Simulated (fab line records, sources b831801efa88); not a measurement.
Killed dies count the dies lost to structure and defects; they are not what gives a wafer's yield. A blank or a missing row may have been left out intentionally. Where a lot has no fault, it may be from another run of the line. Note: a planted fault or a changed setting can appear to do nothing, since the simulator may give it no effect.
fab line records	flow gf180mcu
record lots=24	wafers=72	last_day=36
route steps=602 shown MVSD@76 POLY_GATE@168 SAB@277 CONTACT@305 V1@357 V2@400
lots with no fault: from the same line, run without faults
start_h: hours from the record's first day to the start of the lot's first wafer shown	wait_h: how many hours have passed since the lot's step before this one	" unchanged from the row above	L1.1+2: one row covering several wafers at once	- no value, or no start was given	* or withheld: withheld	< > ~ a bound
route shown NAME@n: NAME is a module with steps in the file, n the number in the route of the first one	usual: the fault-free wafers' mean and standard deviation	same: alike in all rows	chamber/n: place in a boat	sites: the reading at each site	_std_site: their standard deviation	_edge_site: mean of outer sites minus mean of inner sites	radius_mm: how far each site lies from the wafer's centre	mask NAME#n: copy n	behind: tool/chamber where the wafer was last shaped	hold: the reason the lot was held/the length of the hold in hours/how it ended	device: whichever transistor did not switch (one of n, p or np)	end of line: at the end of the route, the tests of the same wafers	a step with no rows: only its recipe	killed: dies lost to structure and defects at the first sort, not the wafer's yield	map: a wafer's dies, x killed, . not, _ none there
set.NAME: the setting that was run; set.NAME@STEP: the one run at that earlier step	model.NAME: the simulator's own value behind a step, which no gauge read
one table for each step of the route and one row for each wafer, over a sample of lots
services: when a tool's chamber went out of use (start_h, in hours from the record's first day, below 0 if earlier), for how many hours, and the reason
## steps
# step GF_MVSD_STRIP_10
# recipe chemistry=O2/N2	power_w=1400	pressure_mtorr=1500	platen_temp_c=250	o2_flow_sccm=3000	n2_flow_sccm=300	overash_fraction=0.5
# usual drypump_motor_current_A=5.5/0.36	heater_power_w=366/53	oes_product_au=0.723/0.0045	strip_time_to_endpoint_s=37.00/0.094
lot.wafer	tool	chamber	start_h	wait_h	drypump_motor_current_A	heater_power_w	oes_product_au	rf_hours_counter_h	strip_time_to_endpoint_s
L074.1	plasma_asher-02	1	94.11	0.1	5.8	358	0.722	42	37.11
L074.3	"	0	"	"	5.1	298	0.725	-	37.11
L074.4	"	1	"	"	5.8	354	0.724	-	37.08
L075.1	plasma_asher-02	0	103.51	0.1	5.1	294	0.718	43	37.06
L075.2	"	1	"	"	5.8	361	0.725	43	36.98
L075.3	"	0	"	"	5.1	295	0.730	-	36.96
L076.1	plasma_asher-01	1	106.14	0.1	5.7	446	0.724	32	37.01
L076.2	"	0	"	"	5.5	389	0.728	32	37.02
L076.5	"	0	"	"	5.5	387	0.718	-	36.92
L077.2	plasma_asher-02	1	112.96	0.1	5.8	368	0.722	44	36.99
L077.4	"	0	"	"	5.1	292	0.725	-	37.02
L077.5	"	1	"	"	5.8	359	0.724	-	37.07
L078.2	plasma_asher-02	0	121.89	0.1	5.1	301	0.728	45	36.80
L078.3	"	0	"	"	5.1	297	0.716	-	36.82
L078.6	"	1	"	"	5.8	366	0.725	-	36.83
L079.2	plasma_asher-02	1	125.24	0.1	5.8	362	0.732	46	36.96
L079.4	"	1	"	"	5.9	364	0.717	-	36.85
L079.6	"	0	"	"	5.1	296	0.729	-	37.03
L080.1	plasma_asher-02	1	131.06	0.1	5.8	362	0.726	46	36.94
L080.2	"	0	"	"	5.1	302	0.721	46	36.90
L080.5	"	0	"	"	5.1	308	0.717	-	36.79
L081.2	plasma_asher-04	0	136.21	0.1	5.0	337	0.718	2	36.95
L081.3	"	1	"	"	6.0	430	0.726	-	37.01
L081.6	"	0	"	"	5.0	337	0.718	-	36.99
L082.1	plasma_asher-02	1	144.34	0.1	5.8	375	0.724	48	37.11
L082.2	"	0	"	"	5.1	296	0.727	48	37.00
L082.4	"	1	"	"	5.8	363	0.722	-	37.10
L083.2	plasma_asher-04	0	148.51	0.1	5.0	338	0.724	3	36.92
L083.5	"	1	"	"	5.9	416	0.724	-	36.80
L083.6	"	0	"	"	5.0	339	0.723	-	36.87
L084.1	plasma_asher-02	0	155.09	0.1	5.1	304	0.724	49	37.02
L084.4	"	0	"	"	5.1	300	0.725	-	36.96
L084.5	"	1	"	"	5.8	360	0.715	-	37.03
L085.3	plasma_asher-01	1	161.88	0.1	5.7	464	0.724	-	36.96
L085.4	"	0	"	"	5.5	397	0.726	-	37.07
L085.6	"	0	"	"	5.5	401	0.729	-	36.96
L086.2	plasma_asher-02	1	167.30	0.1	5.9	369	0.712	50	37.07
L086.3	"	0	"	"	5.1	303	0.723	-	36.98
L086.6	"	0	"	"	5.1	293	0.728	-	37.09
L087.2	plasma_asher-04	1	172.11	0.1	6.0	432	0.722	6	36.99
L087.3	"	1	"	"	5.9	440	0.725	-	36.96
L087.4	"	0	"	"	5.0	336	0.720	-	37.00
L088.1	plasma_asher-02	1	178.66	0.1	5.8	365	0.726	51	37.18
L088.2	"	0	"	"	5.1	295	0.716	51	37.08
L088.5	"	1	"	"	5.8	366	0.720	-	37.08
L089.1	plasma_asher-02	0	181.81	0.1	5.1	299	0.730	51	37.17
L089.2	"	1	"	"	5.8	367	0.719	51	37.22
L089.4	"	0	"	"	5.1	310	0.728	-	37.14
L090.2	plasma_asher-04	1	187.90	0.1	6.0	440	0.728	7	36.89
L090.5	"	0	"	"	5.0	342	0.727	-	36.92
L090.6	"	1	"	"	6.0	432	0.734	-	36.94
L091.1	plasma_asher-04	1	192.69	0.1	5.9	444	0.717	8	36.91
L091.2	"	0	"	"	5.0	337	0.723	8	37.00
L091.6	"	1	"	"	5.9	429	0.721	-	37.01
L092.4	plasma_asher-02	0	198.48	0.1	5.1	304	0.725	-	37.05
L092.5	"	0	"	"	5.1	302	0.720	-	37.08
L092.6	"	1	"	"	5.8	360	0.723	-	37.14
L093.2	plasma_asher-04	1	202.00	0.1	6.0	426	0.726	9	37.09
L093.3	"	1	"	"	6.0	432	0.722	-	37.11
L093.5	"	0	"	"	5.0	337	0.721	-	37.04
L094.2	plasma_asher-01	0	208.30	0.1	5.5	397	0.723	43	37.07
L094.4	"	1	"	"	5.7	449	0.723	-	37.14
L094.6	"	1	"	"	5.7	465	0.721	-	37.00
L095.2	plasma_asher-01	1	212.50	0.1	5.7	457	0.728	43	37.02
L095.5	"	1	"	"	5.7	438	0.721	-	37.02
L095.6	"	0	"	"	5.5	391	0.718	-	36.89
L096.4	plasma_asher-04	0	219.93	0.1	5.0	333	0.724	-	37.04
L096.5	"	0	"	"	5.0	344	0.726	-	36.93
L096.6	"	1	"	"	5.9	431	0.732	-	37.02
L097.3	plasma_asher-01	0	223.89	0.1	5.5	391	0.719	-	36.94
L097.4	"	1	"	"	5.7	445	0.724	-	36.98
L097.6	"	0	"	"	5.5	398	0.725	-	36.98
# step GF_POLY_GATE_OVL_MEAS_11
# usual POLY_GATE_OVL=-5/6
lot.wafer	tool	chamber	start_h	wait_h	POLY_GATE_OVL[nm]
L074.1	overlay-01	-	223.29	0.1	-7
L074.3	"	-	"	"	4
L074.4	"	-	"	"	-2
L075.1	overlay-01	-	235.93	0.1	3
L075.2	"	-	"	"	3
L075.3	"	-	"	"	6
L076.1	overlay-02	-	239.28	0.1	-1
L076.2	"	-	"	"	1
L076.5	"	-	"	"	-1
L077.2	overlay-01	-	251.44	0.1	-6
L077.4	"	-	"	"	-11
L077.5	"	-	"	"	-7
L078.2	overlay-01	-	255.54	0.1	-4
L078.3	"	-	"	"	-7
L078.6	"	-	"	"	-6
L079.2	overlay-01	-	260.45	0.1	-16
L079.4	"	-	"	"	-7
L079.6	"	-	"	"	-15
L080.1	overlay-02	-	268.27	0.1	-8
L080.2	"	-	"	"	-14
L080.5	"	-	"	"	-7
L081.2	overlay-01	-	273.75	0.1	-5
L081.3	"	-	"	"	-13
L081.6	"	-	"	"	-6
L082.1	overlay-01	-	283.00	0.1	-6
L082.2	"	-	"	"	-12
L082.4	"	-	"	"	-5
L083.2	overlay-01	-	287.68	0.1	-9
L083.5	"	-	"	"	-6
L083.6	"	-	"	"	-3
L084.1	overlay-02	-	293.60	0.1	-8
L084.4	"	-	"	"	1
L084.5	"	-	"	"	-6
L085.3	overlay-01	-	299.15	0.1	-12
L085.4	"	-	"	"	-3
L085.6	"	-	"	"	-3
L086.2	overlay-02	-	309.30	0.1	4
L086.3	"	-	"	"	5
L086.6	"	-	"	"	5
L087.2	overlay-01	-	314.65	0.1	-8
L087.3	"	-	"	"	-10
L087.4	"	-	"	"	-6
L088.1	overlay-02	-	319.33	0.1	-3
L088.2	"	-	"	"	-2
L088.5	"	-	"	"	-6
L089.1	overlay-01	-	327.79	0.1	-2
L089.2	"	-	"	"	-9
L089.4	"	-	"	"	-7
L090.2	overlay-01	-	334.29	0.1	1
L090.5	"	-	"	"	4
L090.6	"	-	"	"	-4
L091.1	overlay-01	-	340.34	0.1	-14
L091.2	"	-	"	"	3
L091.6	"	-	"	"	-1
L092.4	overlay-01	-	346.20	0.1	-3
L092.5	"	-	"	"	-13
L092.6	"	-	"	"	-8
L093.2	overlay-01	-	354.19	0.1	1
L093.3	"	-	"	"	-3
L093.5	"	-	"	"	-4
L094.2	overlay-01	-	359.13	0.1	-1
L094.4	"	-	"	"	-1
L094.6	"	-	"	"	-3
L095.2	overlay-02	-	364.43	0.1	-5
L095.5	"	-	"	"	-1
L095.6	"	-	"	"	-10
L097.3	overlay-01	-	377.00	0.1	-14
L097.4	"	-	"	"	-14
L097.6	"	-	"	"	-10
L096.4	overlay-01	-	377.36	0.1	-3
L096.5	"	-	"	"	-9
L096.6	"	-	"	"	-12
# step GF_SAB_STRIP_13
# recipe chemistry=O2/N2	power_w=1400	pressure_mtorr=1500	platen_temp_c=250	o2_flow_sccm=3000	n2_flow_sccm=300	overash_fraction=0.5
# usual drypump_motor_current_A=5.5/0.38	heater_power_w=370/54	oes_product_au=0.710/0.0049	strip_time_to_endpoint_s=12.62/0.034
lot.wafer	tool	chamber	start_h	wait_h	drypump_motor_current_A	heater_power_w	oes_product_au	rf_hours_counter_h	strip_time_to_endpoint_s
L074.1	plasma_asher-01	1	381.09	0.0	5.7	456	0.710	59	12.60
L074.3	"	0	"	"	5.5	393	0.710	-	12.66
L074.4	"	1	"	"	5.7	458	0.719	-	12.64
L075.1	plasma_asher-02	1	393.32	0.0	5.8	373	0.708	71	12.66
L075.2	"	0	"	"	5.1	299	0.715	71	12.61
L075.3	"	0	"	"	5.1	296	0.715	-	12.64
L076.1	plasma_asher-04	1	396.70	0.0	5.9	437	0.710	31	12.64
L076.2	"	0	"	"	5.0	333	0.710	31	12.64
L076.5	"	1	"	"	6.0	436	0.714	-	12.68
L077.2	plasma_asher-04	1	410.41	0.0	5.9	447	0.704	33	12.59
L077.4	"	1	"	"	6.0	440	0.708	-	12.60
L077.5	"	1	"	"	5.9	431	0.703	-	12.61
L078.2	plasma_asher-04	1	421.81	0.0	6.0	427	0.721	34	12.65
L078.3	"	0	"	"	5.0	334	0.714	-	12.69
L078.6	"	0	"	"	5.0	334	0.720	-	12.65
L079.2	plasma_asher-02	1	434.81	0.0	5.8	368	0.709	76	12.64
L079.4	"	1	"	"	5.8	362	0.714	-	12.61
L079.6	"	0	"	"	5.1	301	0.708	-	12.60
L080.1	plasma_asher-02	0	435.68	0.0	5.1	304	0.717	76	12.67
L080.2	"	1	"	"	5.8	371	0.708	76	12.63
L080.5	"	1	"	"	5.8	349	0.711	-	12.62
L081.2	plasma_asher-02	1	442.72	0.0	5.8	362	0.714	77	12.67
L081.3	"	1	"	"	5.8	364	0.707	-	12.66
L081.6	"	1	"	"	5.8	366	0.704	-	12.69
L082.1	plasma_asher-04	1	452.26	0.0	5.9	436	0.720	37	12.58
L082.2	"	0	"	"	5.0	334	0.712	37	12.61
L082.4	"	1	"	"	5.9	440	0.706	-	12.57
L083.2	plasma_asher-01	0	458.46	0.0	5.5	391	0.707	66	12.62
L083.5	"	0	"	"	5.5	395	0.708	-	12.60
L083.6	"	1	"	"	5.7	457	0.707	-	12.66
L084.1	plasma_asher-02	1	465.23	0.0	5.8	366	0.713	79	12.62
L084.4	"	1	"	"	5.8	360	0.706	-	12.67
L084.5	"	1	"	"	5.8	366	0.703	-	12.64
L085.3	plasma_asher-04	0	472.56	0.0	5.1	342	0.711	-	12.61
L085.4	"	1	"	"	6.0	432	0.707	-	12.58
L085.6	"	1	"	"	6.0	438	0.705	-	12.59
L086.2	plasma_asher-02	1	487.96	0.0	5.8	358	0.707	82	12.64
L086.3	"	0	"	"	5.1	296	0.714	-	12.63
L086.6	"	1	"	"	5.8	371	0.715	-	12.65
L087.2	plasma_asher-04	0	492.42	0.0	5.0	338	0.720	43	12.59
L087.3	"	0	"	"	5.0	335	0.712	-	12.61
L087.4	"	1	"	"	6.0	437	0.706	-	12.65
L088.1	plasma_asher-02	0	500.14	0.0	5.1	302	0.704	83	12.63
L088.2	"	1	"	"	5.8	362	0.699	83	12.59
L088.5	"	0	"	"	5.1	296	0.708	-	12.60
L089.1	plasma_asher-02	1	504.23	0.0	5.8	367	0.705	84	12.61
L089.2	"	0	"	"	5.1	307	0.702	84	12.65
L089.4	"	1	"	"	5.8	372	0.714	-	12.62
L090.2	plasma_asher-04	1	515.77	0.0	6.0	445	0.717	46	12.62
L090.5	"	1	"	"	5.9	438	0.714	-	12.63
L090.6	"	0	"	"	5.0	334	0.706	-	12.58
L091.1	plasma_asher-02	1	526.08	0.0	5.8	373	0.713	86	12.57
L091.2	"	0	"	"	5.1	298	0.715	86	12.55
L091.6	"	0	"	"	5.1	300	0.721	-	12.55
L092.4	plasma_asher-01	1	533.84	0.0	5.7	460	0.705	-	12.56
L092.5	"	0	"	"	5.5	398	0.712	-	12.61
L092.6	"	1	"	"	5.7	462	0.711	-	12.58
L093.2	plasma_asher-04	0	535.47	0.0	5.0	343	0.717	49	12.62
L093.3	"	1	"	"	6.0	437	0.711	-	12.57
L093.5	"	1	"	"	6.0	438	0.711	-	12.60
L094.2	plasma_asher-04	1	541.81	0.0	6.0	444	0.708	49	12.59
L094.4	"	0	"	"	5.0	335	0.720	-	12.57
L094.6	"	0	"	"	5.1	333	0.707	-	12.55
L095.2	plasma_asher-02	1	549.71	0.0	5.8	360	0.703	89	12.61
L095.5	"	1	"	"	5.8	367	0.709	-	12.62
L095.6	"	0	"	"	5.1	299	0.705	-	12.60
L096.4	plasma_asher-01	0	559.21	0.0	5.5	387	0.713	-	12.57
L096.5	"	0	"	"	5.4	402	0.707	-	12.60
L096.6	"	1	"	"	5.7	455	0.706	-	12.60
L097.3	plasma_asher-04	0	559.36	0.0	5.0	332	0.719	-	12.61
L097.4	"	1	"	"	5.9	429	0.708	-	12.60
L097.6	"	1	"	"	6.0	431	0.702	-	12.64
# step GF_CONTACT_STRIP_18
# recipe chemistry=O2/N2	power_w=1400	pressure_mtorr=1500	platen_temp_c=250	o2_flow_sccm=3000	n2_flow_sccm=300	overash_fraction=0.5
# usual drypump_motor_current_A=5.5/0.33	heater_power_w=346/41	oes_product_au=0.581/0.0054
lot.wafer	tool	chamber	start_h	wait_h	drypump_motor_current_A	heater_power_w	oes_product_au	rf_hours_counter_h
L074.1	plasma_asher-03	1	407.32	-	5.4	330	0.587	69
L074.3	"	1	"	"	5.5	339	0.585	-
L074.4	"	0	"	"	5.4	318	0.589	-
L075.1	plasma_asher-02	0	419.52	-	5.1	298	0.586	74
L075.2	"	1	"	"	5.8	354	0.571	74
L075.3	"	0	"	"	5.1	302	0.579	-
L076.1	plasma_asher-02	0	423.82	-	5.1	300	0.577	74
L076.2	"	1	"	"	5.9	370	0.584	74
L076.5	"	0	"	"	5.1	293	0.578	-
L077.2	plasma_asher-03	1	437.47	-	5.4	359	0.583	1
L077.4	"	0	"	"	5.4	319	0.580	-
L077.5	"	0	"	"	5.4	320	0.587	-
L078.2	plasma_asher-04	0	449.32	-	5.0	336	0.576	37
L078.3	"	1	"	"	6.0	431	0.582	-
L078.6	"	0	"	"	5.0	337	0.582	-
L079.2	plasma_asher-03	0	461.99	-	5.4	306	0.571	3
L079.4	"	1	"	"	5.4	355	0.584	-
L079.6	"	0	"	"	5.4	317	0.583	-
L080.1	plasma_asher-02	1	463.42	-	5.8	355	0.577	79
L080.2	"	0	"	"	5.1	288	0.577	79
L080.5	"	1	"	"	5.8	369	0.579	-
L081.2	plasma_asher-04	0	470.72	-	5.0	347	0.574	40
L081.3	"	0	"	"	5.0	337	0.582	-
L081.6	"	0	"	"	5.0	338	0.582	-
L082.1	plasma_asher-02	0	479.32	-	5.1	297	0.574	81
L082.2	"	1	"	"	5.8	357	0.580	81
L082.4	"	0	"	"	5.1	299	0.569	-
L083.2	plasma_asher-03	0	485.67	-	5.4	311	0.589	5
L083.5	"	0	"	"	5.4	317	0.585	-
L083.6	"	1	"	"	5.4	355	0.585	-
L084.1	plasma_asher-02	1	492.22	-	5.8	361	0.583	82
L084.4	"	0	"	"	5.1	297	0.584	-
L084.5	"	1	"	"	5.8	355	0.579	-
L085.3	plasma_asher-04	1	498.35	-	5.9	434	0.573	-
L085.4	"	0	"	"	5.0	332	0.573	-
L085.6	"	1	"	"	5.9	434	0.580	-
L086.2	plasma_asher-04	1	514.34	-	6.0	438	0.582	46
L086.3	"	1	"	"	5.9	430	0.587	-
L086.6	"	1	"	"	5.9	433	0.573	-
L087.2	plasma_asher-02	0	519.07	-	5.1	295	0.588	86
L087.3	"	1	"	"	5.8	361	0.570	-
L087.4	"	0	"	"	5.1	293	0.584	-
L088.1	plasma_asher-03	0	526.82	-	5.4	311	0.569	11
L088.2	"	1	"	"	5.4	361	0.587	11
L088.5	"	0	"	"	5.4	314	0.572	-
L089.1	plasma_asher-04	0	530.64	-	5.0	342	0.584	48
L089.2	"	1	"	"	5.9	436	0.568	48
L089.4	"	1	"	"	6.0	439	0.579	-
L090.2	plasma_asher-02	0	541.72	-	5.1	298	0.578	88
L090.5	"	0	"	"	5.1	308	0.576	-
L090.6	"	1	"	"	5.8	361	0.572	-
L091.1	plasma_asher-04	0	551.64	-	5.0	339	0.586	50
L091.2	"	1	"	"	5.9	433	0.586	50
L091.6	"	1	"	"	6.0	432	0.581	-
L092.4	plasma_asher-02	0	559.70	-	5.1	297	0.574	-
L092.5	"	1	"	"	5.8	359	0.585	-
L092.6	"	0	"	"	5.1	300	0.585	-
L093.2	plasma_asher-02	0	560.99	-	5.1	304	0.580	90
L093.3	"	0	"	"	5.1	299	0.584	-
L093.5	"	0	"	"	5.1	307	0.574	-
L094.2	plasma_asher-03	0	568.16	-	5.4	308	0.584	15
L094.4	"	1	"	"	5.4	365	0.589	-
L094.6	"	1	"	"	5.4	362	0.587	-
L095.2	plasma_asher-03	0	575.47	-	5.4	315	0.572	16
L095.5	"	1	"	"	5.4	364	0.581	-
L095.6	"	0	"	"	5.4	314	0.578	-
L096.4	plasma_asher-02	1	584.15	-	5.8	364	0.578	-
L096.5	"	0	"	"	5.1	295	0.580	-
L096.6	"	1	"	"	5.8	366	0.579	-
L097.3	plasma_asher-03	1	584.17	-	5.4	362	0.581	-
L097.4	"	0	"	"	5.4	317	0.588	-
L097.6	"	0	"	"	5.4	313	0.589	-
# step GF_V1_SPUTTER_22
# recipe material=TiN	target_thk_nm=10	chamber_pressure_pa=5	power_w=4000	time_s=40
# usual throttle_valve_pct=29.5/1
lot.wafer	tool	chamber	start_h	wait_h	throttle_valve_pct
L074.1	pvd_sputter-02	-	462.38	0.0	30.1
L074.3	"	-	"	"	30.3
L074.4	"	-	"	"	27.9
L075.1	pvd_sputter-01	-	475.01	0.0	30.8
L075.2	"	-	"	"	30.1
L075.3	"	-	"	"	28.8
L076.1	pvd_sputter-01	-	478.34	0.0	30.7
L076.2	"	-	"	"	30.0
L076.5	"	-	"	"	30.8
L077.2	pvd_sputter-01	-	491.78	0.0	28.7
L077.4	"	-	"	"	30.5
L077.5	"	-	"	"	30.4
L078.2	pvd_sputter-02	-	503.59	0.0	29.4
L078.3	"	-	"	"	27.5
L078.6	"	-	"	"	27.4
L079.2	pvd_sputter-03	-	516.08	0.0	29.6
L079.4	"	-	"	"	29.8
L079.6	"	-	"	"	27.9
L080.1	pvd_sputter-02	-	517.79	0.0	30.3
L080.2	"	-	"	"	30.0
L080.5	"	-	"	"	27.4
L081.2	pvd_sputter-01	-	523.78	0.0	30.1
L081.3	"	-	"	"	30.4
L081.6	"	-	"	"	30.8
L082.1	pvd_sputter-03	-	532.85	0.0	27.7
L082.2	"	-	"	"	29.7
L082.4	"	-	"	"	29.8
L083.2	pvd_sputter-03	-	537.83	0.0	29.3
L083.5	"	-	"	"	29.5
L083.6	"	-	"	"	27.8
L084.1	pvd_sputter-02	-	545.04	0.0	29.9
L084.4	"	-	"	"	27.4
L084.5	"	-	"	"	30.1
L085.3	pvd_sputter-02	-	551.19	0.0	27.5
L085.4	"	-	"	"	30.5
L085.6	"	-	"	"	30.5
L086.2	pvd_sputter-03	-	565.03	0.0	29.5
L086.3	"	-	"	"	27.9
L086.6	"	-	"	"	29.6
L087.2	pvd_sputter-02	-	570.89	0.0	30.2
L087.3	"	-	"	"	29.3
L087.4	"	-	"	"	27.5
L088.1	pvd_sputter-01	-	578.76	0.0	30.1
L088.2	"	-	"	"	28.8
L088.5	"	-	"	"	29.2
L089.1	pvd_sputter-01	-	581.48	0.0	28.5
L089.2	"	-	"	"	30.6
L089.4	"	-	"	"	30.6
L090.2	pvd_sputter-02	-	592.80	0.0	30.1
L090.5	"	-	"	"	27.7
L090.6	"	-	"	"	30.2
L091.1	pvd_sputter-01	-	602.06	0.0	30.3
L091.2	"	-	"	"	30.3
L091.6	"	-	"	"	29.9
L092.4	pvd_sputter-03	-	609.59	0.0	29.6
L092.5	"	-	"	"	29.8
L092.6	"	-	"	"	29.6
L093.2	pvd_sputter-01	-	611.14	0.0	30.6
L093.3	"	-	"	"	28.8
L093.5	"	-	"	"	30.5
L094.2	pvd_sputter-03	-	617.73	0.0	29.4
L094.4	"	-	"	"	27.7
L094.6	"	-	"	"	29.6
L095.2	pvd_sputter-03	-	624.39	0.0	29.7
L095.5	"	-	"	"	27.9
L095.6	"	-	"	"	29.6
L096.4	pvd_sputter-03	-	632.59	0.0	29.5
L096.5	"	-	"	"	29.6
L096.6	"	-	"	"	29.6
L097.3	pvd_sputter-02	-	633.18	0.0	29.4
L097.4	"	-	"	"	30.4
L097.6	"	-	"	"	27.4
# step GF_V2_STRIP_18
# recipe chemistry=O2/N2	power_w=1400	pressure_mtorr=1500	platen_temp_c=250	o2_flow_sccm=3000	n2_flow_sccm=300	overash_fraction=0.5
# usual drypump_motor_current_A=5.5/0.37	heater_power_w=358/48	oes_product_au=0.593/0.0049
lot.wafer	tool	chamber	start_h	wait_h	drypump_motor_current_A	heater_power_w	oes_product_au	rf_hours_counter_h
L074.1	plasma_asher-02	0	514.79	-	5.1	297	0.600	85
L074.3	"	1	"	"	5.8	361	0.590	-
L074.4	"	0	"	"	5.1	300	0.591	-
L075.1	plasma_asher-04	1	527.44	-	5.9	416	0.594	48
L075.2	"	0	"	"	5.1	334	0.590	48
L075.3	"	0	"	"	5.0	336	0.594	-
L076.1	plasma_asher-04	1	531.49	-	6.0	436	0.590	48
L076.2	"	0	"	"	5.0	336	0.595	48
L076.5	"	0	"	"	5.0	334	0.591	-
L077.2	plasma_asher-03	1	544.10	-	5.4	360	0.597	13
L077.4	"	0	"	"	5.4	312	0.597	-
L077.5	"	0	"	"	5.4	313	0.596	-
L078.2	plasma_asher-04	1	555.33	-	6.0	431	0.589	51
L078.3	"	1	"	"	6.0	438	0.591	-
L078.6	"	1	"	"	5.9	433	0.585	-
L079.2	plasma_asher-04	1	567.04	-	6.0	443	0.595	52
L079.4	"	1	"	"	6.0	437	0.602	-
L079.6	"	0	"	"	5.0	336	0.581	-
L080.1	plasma_asher-04	0	568.38	-	5.0	337	0.593	52
L080.2	"	1	"	"	5.9	425	0.593	52
L080.5	"	1	"	"	5.9	443	0.592	-
L081.2	plasma_asher-02	1	575.08	-	5.8	374	0.592	91
L081.3	"	0	"	"	5.1	295	0.601	-
L081.6	"	0	"	"	5.1	304	0.601	-
L082.1	plasma_asher-03	0	583.09	-	5.4	320	0.596	17
L082.2	"	1	"	"	5.4	365	0.590	17
L082.4	"	1	"	"	5.4	362	0.596	-
L083.2	plasma_asher-02	1	587.49	-	5.8	361	0.588	93
L083.5	"	1	"	"	5.8	371	0.599	-
L083.6	"	0	"	"	5.1	302	0.589	-
L084.1	plasma_asher-04	1	595.25	-	6.0	442	0.595	56
L084.4	"	0	"	"	5.0	336	0.590	-
L084.5	"	1	"	"	6.0	438	0.586	-
L085.3	plasma_asher-04	1	601.12	-	5.9	426	0.591	-
L085.4	"	0	"	"	5.0	335	0.583	-
L085.6	"	0	"	"	5.0	344	0.594	-
L086.2	plasma_asher-04	0	613.18	-	5.0	335	0.591	58
L086.3	"	0	"	"	5.0	335	0.582	-
L086.6	"	1	"	"	6.0	439	0.588	-
L087.2	plasma_asher-03	1	618.20	-	5.4	358	0.592	21
L087.3	"	0	"	"	5.4	309	0.586	-
L087.4	"	1	"	"	5.4	364	0.591	-
L088.1	plasma_asher-03	0	627.24	-	5.4	315	0.593	22
L088.2	"	1	"	"	5.4	364	0.591	22
L088.5	"	1	"	"	5.4	374	0.588	-
L089.1	plasma_asher-02	0	627.59	-	5.1	300	0.588	97
L089.2	"	1	"	"	5.8	356	0.587	97
L089.4	"	0	"	"	5.1	296	0.599	-
L090.2	plasma_asher-03	0	639.03	-	5.4	322	0.600	23
L090.5	"	1	"	"	5.4	359	0.599	-
L090.6	"	0	"	"	5.4	309	0.588	-
L091.1	plasma_asher-04	1	648.85	-	6.0	438	0.595	62
L091.2	"	0	"	"	5.0	330	0.602	62
L091.6	"	1	"	"	6.0	432	0.588	-
L092.4	plasma_asher-02	1	656.12	-	5.8	365	0.588	-
L092.5	"	1	"	"	5.8	365	0.595	-
L092.6	"	0	"	"	5.1	300	0.590	-
L093.2	plasma_asher-04	0	657.10	-	5.0	336	0.597	63
L093.3	"	0	"	"	5.0	344	0.590	-
L093.5	"	1	"	"	5.9	438	0.592	-
L094.2	plasma_asher-02	0	663.75	-	5.1	291	0.589	101
L094.4	"	1	"	"	5.8	364	0.590	-
L094.6	"	0	"	"	5.1	294	0.593	-
L095.2	plasma_asher-04	1	669.48	-	6.0	438	0.590	64
L095.5	"	0	"	"	5.0	346	0.588	-
L095.6	"	1	"	"	6.0	425	0.597	-
L096.4	plasma_asher-03	0	677.07	-	5.4	310	0.587	-
L096.5	"	0	"	"	5.4	308	0.593	-
L096.6	"	1	"	"	5.4	370	0.602	-
L097.3	plasma_asher-02	0	678.02	-	5.1	300	0.590	-
L097.4	"	1	"	"	5.8	368	0.591	-
L097.6	"	1	"	"	5.8	369	0.586	-
## services
tool	chamber	start_h	hours	kind
plasma_asher-04	-	73.06	0.3	repair
pvd_sputter-03	-	82.80	2.0	repair
plasma_asher-04	-	85.86	14.2	repair
plasma_asher-04	-	87.01	2.9	repair
plasma_asher-04	-	100.06	9.0	pm
pvd_sputter-01	-	108.92	5.1	repair
plasma_asher-04	-	109.07	9.0	pm
pvd_sputter-03	-	132.18	1.4	repair
pvd_sputter-01	-	144.83	1.0	repair
pvd_sputter-02	-	194.18	5.9	repair
plasma_asher-04	-	226.24	2.1	repair
plasma_asher-02	-	317.44	1.3	repair
plasma_asher-01	-	329.33	14.6	pm
plasma_asher-04	-	342.43	0.5	repair
plasma_asher-02	-	352.61	14.6	pm
plasma_asher-03	-	421.25	9.0	pm
plasma_asher-03	-	462.80	7.9	repair
plasma_asher-01	-	478.95	42.6	repair
plasma_asher-04	-	506.36	0.4	repair
plasma_asher-03	-	543.67	0.3	repair
plasma_asher-01	-	545.37	3.8	repair
plasma_asher-03	-	550.67	2.8	pm
plasma_asher-04	-	552.82	1.3	repair
plasma_asher-01	-	580.96	16.2	pm
## key
fault none
